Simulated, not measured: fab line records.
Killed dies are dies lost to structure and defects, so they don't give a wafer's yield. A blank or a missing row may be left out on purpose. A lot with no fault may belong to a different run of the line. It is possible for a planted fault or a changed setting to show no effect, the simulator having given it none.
Which of the tools did it?    flow gf180mcu    Sampling: 12 lots, 33 wafers, 5 of 602 route steps

== WHAT THE GAUGES SHOWED, per wafer ==
GF_M1_THK_MEAS_06: measures by xrf.
lot   measured      on             M1_ALCU_THK (nm)
L784  day 16 16:33  film-metro-03  450 454 454
L785  day 16 19:22  film-metro-01  446 445 445
L787  day 17 12:26  film-metro-01  450 445 450
L791  day 19 05:50  film-metro-03  446 445 450
L793  day 20 00:18  film-metro-02  443 437
L794  day 20 05:09  film-metro-02  456 450
L795  day 20 18:55  film-metro-03  453 450
L800  day 22 06:28  film-metro-03  444 445 441
L802  day 23 03:38  film-metro-03  444 445 442
L803  day 23 04:27  film-metro-03  441 443 442
L805  day 23 21:39  film-metro-01  445 443 451
L806  day 24 06:20  film-metro-01  440 436 436

GF_V2_BOW_MEAS_05.
lot   measured      on             V2_BOW (um)
L784  day 19 21:14  film-metro-04  102 106 100
L785  day 19 23:52  film-metro-02  97 95 100
L787  day 20 17:34  film-metro-02  95 86 94
L791  day 22 09:56  film-metro-04  113 113 105
L793  day 23 03:26  film-metro-04  106 105 - -
L794  day 23 08:10  film-metro-02  106 106 - -
L795  day 23 21:15  film-metro-02  102 97 - -
L800  day 25 05:41  film-metro-04  99 83 102
L802  day 26 02:49  film-metro-02  91 86 103
L803  day 26 03:07  film-metro-04  107 92 100
L805  day 26 17:17  film-metro-04  85 82 90
L806  day 27 02:01  film-metro-03  96 100 107

== WHICH TOOL RAN EACH LOT (tool, then ch and the chambers of the sampled wafers, then the start) ==
lot   GF_M1_SPUTTER_04              GF_M2_METAL_ETCH_16                GF_V2_CMP_04
L784  pvd-sputter-03, day 16 16:23  rie-metal-04 ch 0,1, day 19 19:04  cmp-02 ch 0,2,3, day 19 20:55
L785  pvd-sputter-01, day 16 19:11  rie-metal-02 ch 0,1, day 19 22:37  cmp-02 ch 0,1,2, day 19 23:38
L787  pvd-sputter-03, day 17 12:17  rie-metal-01 ch 0,1, day 20 16:10  cmp-02 ch 0,2,3, day 20 17:16
L791  pvd-sputter-02, day 19 05:40  rie-metal-01 ch 0,1, day 22 08:42  cmp-02 ch 0,1,3, day 22 09:46
L793  pvd-sputter-01, day 20 00:08  rie-metal-04 ch 0, day 23 01:58    cmp-02 ch 0,3, day 23 03:14
L794  pvd-sputter-03, day 20 04:59  rie-metal-01 ch 0,1, day 23 06:28  cmp-02 ch 0,1, day 23 07:52
L795  pvd-sputter-03, day 20 18:45  rie-metal-02 ch 0,1, day 23 20:00  cmp-02 ch 1,2, day 23 21:00
L800  pvd-sputter-02, day 22 06:19  rie-metal-04 ch 1, day 25 04:19    cmp-01 ch 0,1, day 25 05:26
L802  pvd-sputter-03, day 23 03:27  rie-metal-02 ch 0,1, day 26 01:35  cmp-02 ch 0,3, day 26 02:28
L803  pvd-sputter-01, day 23 04:16  rie-metal-04 ch 0,1, day 26 01:54  cmp-01 ch 0,1, day 26 02:50
L805  pvd-sputter-01, day 23 21:29  rie-metal-04 ch 0,1, day 26 15:58  cmp-01 ch 2,3, day 26 17:02
L806  pvd-sputter-02, day 24 06:10  rie-metal-01 ch 0,1, day 27 00:47  cmp-02 ch 1,2,3, day 27 01:43
- GF_M1_SPUTTER_04: material TiN, target thk 50 nm, time 41.7 s.
- GF_M2_METAL_ETCH_16: etches the open film in Cl2/BCl3, stops on SiO2, target depth 750.8 nm, time 125.1 s.
- GF_V2_CMP_04: polishes SiO2.

== AS READ BY THE TOOLS THEMSELVES (means over the sampled wafers that have a number; for cases with no such wafer, the mark the record gives instead) ==
GF_M1_SPUTTER_04.
lot   tool            throttle-valve-pct (%)
L784  pvd-sputter-03  31.3
L785  pvd-sputter-01  29.8
L787  pvd-sputter-03  29.8
L791  pvd-sputter-02  30.5
L793  pvd-sputter-01  30.4
L794  pvd-sputter-03  30.9
L795  pvd-sputter-03  30.8
L800  pvd-sputter-02  30.9
L802  pvd-sputter-03  29.9
L803  pvd-sputter-01  29.9
L805  pvd-sputter-01  30.4
L806  pvd-sputter-02  30.4

GF_M2_METAL_ETCH_16.
lot   tool          bias-w (W)  drypump-motor-current-A (A)  he-backside-leak-sccm (sccm)  oes-product-au (a.u.)  throttle-valve-pct (%)
L784  rie-metal-04  139.6       5.93                         3.15                          0.997                  28.228
L785  rie-metal-02  140.1       5.72                         3.35                          0.990                  28.223
L787  rie-metal-01  139.8       6.13                         3.24                          0.987                  28.231
L791  rie-metal-01  139.8       6.13                         3.43                          0.992                  28.227
L793  rie-metal-04  140.4       6.19                         3.02                          0.985                  28.234
L794  rie-metal-01  139.8       6.13                         3.26                          0.988                  28.240
L795  rie-metal-02  140.0       5.71                         3.28                          0.986                  28.223
L800  rie-metal-04  140.1       5.44                         3.59                          0.991                  28.225
L802  rie-metal-02  140.0       5.69                         3.57                          0.996                  28.227
L803  rie-metal-04  140.2       5.70                         3.24                          0.988                  28.227
L805  rie-metal-04  140.3       5.69                         3.40                          0.991                  28.227
L806  rie-metal-01  140.2       6.13                         3.37                          0.989                  28.237

GF_V2_CMP_04.
lot   tool    motor-current-A (A)  time-to-endpoint-s (s)
L784  cmp-02  11.6                 82
L785  cmp-02  12.0                 75
L787  cmp-02  12.2                 78
L791  cmp-02  12.2                 80
L793  cmp-02  11.8                 62
L794  cmp-02  11.4                 56
L795  cmp-02  12.2                 58
L800  cmp-01  10.7                 80
L802  cmp-02  12.2                 82
L803  cmp-01  11.0                 79
L805  cmp-01  11.9                 76
L806  cmp-02  12.6                 83

== THE ANSWER, worked out from the rows above alone ==
Rule: the usual values come from the lots themselves. Put in order of their means at a reading, lots are off if they are a third of the lots or fewer, leave a main group of 4 or more, and stand apart from it by a gap of 3 or more times the standard deviation of the main group's means; of several such gaps the widest counts. A main group is skipped when, at the precision printed for the reading in the tables above, its means are all equal. Also off: a lot with no number at a reading for which 4 or more lots have one. Where the step has rows for the other lots, those lots are counted as sound. The gauges are gone through in route order, then the tools' own readings, and for those a lot's mean is taken as printed above. At the first step where some lot is off, the reading lying furthest off is the one used; lots without a number count as furthest.
Off, at GF_V2_CMP_04 on time-to-endpoint-s: L793, L794, L795. For the main group the mean is 79 s and the standard deviation 2.6.
If a tool, at that step or one of the process steps before it, ran each lot that is off and ran no sound lot following the first of them, it fits. Not one of the candidates tried fits.

== WHAT WAS PUT IN BY THE SIMULATOR ==
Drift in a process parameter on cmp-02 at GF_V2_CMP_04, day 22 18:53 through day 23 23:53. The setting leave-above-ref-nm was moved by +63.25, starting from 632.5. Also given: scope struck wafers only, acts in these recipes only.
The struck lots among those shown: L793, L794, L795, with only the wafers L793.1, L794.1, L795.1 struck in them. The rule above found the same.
